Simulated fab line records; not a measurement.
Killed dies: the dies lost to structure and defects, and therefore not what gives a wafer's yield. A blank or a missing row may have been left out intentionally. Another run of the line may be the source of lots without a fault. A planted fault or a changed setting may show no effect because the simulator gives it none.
Chamber matching    flow gf180mcu    GF_V3_ETCH_16 on rieDiel-03: 4 sister chambers
The step etches BARC in N2/H2. 4 wafers are shown with their chamber, then 10 later ones without.

== EACH WAFER AND ITS CHAMBER ==
wafer   chamber  drypumpMotorCurrentA (A)
L085.1  2        5.2
L085.6  3        5.8
L088.1  0        5.7
L088.3  1        5.3

== WAFERS WITH NO CHAMBER GIVEN ==
wafer   drypumpMotorCurrentA (A)
L088.5  5.7
L090.2  5.3
L090.4  5.7
L090.6  5.8
L096.1  5.2
L096.2  5.2
L096.4  5.8
L097.1  5.3
L097.2  5.9
L097.6  5.8

== WHICH CHAMBER EACH WENT THROUGH ==
wafer    from the rows above   in truth
L088.5   0                     0
L090.2   1                     1
L090.4   0                     0
L090.6   3                     3
L096.1   2                     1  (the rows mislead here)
L096.2   2                     2
L096.4   3                     3
L097.1   1                     1
L097.2   3                     3
L097.6   3                     3
9 of 10 placed correctly. Left unplaced by these rows: 0. Wrongly placed: 1.
How it was worked out, from the rows above alone: a wafer's distance from a chamber is the root of the sum, over the readings, of the square of ((its reading less the chamber's mean) divided by the reading's scatter). If the next closest chamber is less than 2 further off than the closest, the wafer can't be placed; otherwise it belongs to the closest. For every chamber, the mean is computed from those of its wafers that are shown. The scatter (one wafer shown for each chamber): square how far every hidden wafer sits from the nearest shown wafer, average those squares and take the square root.
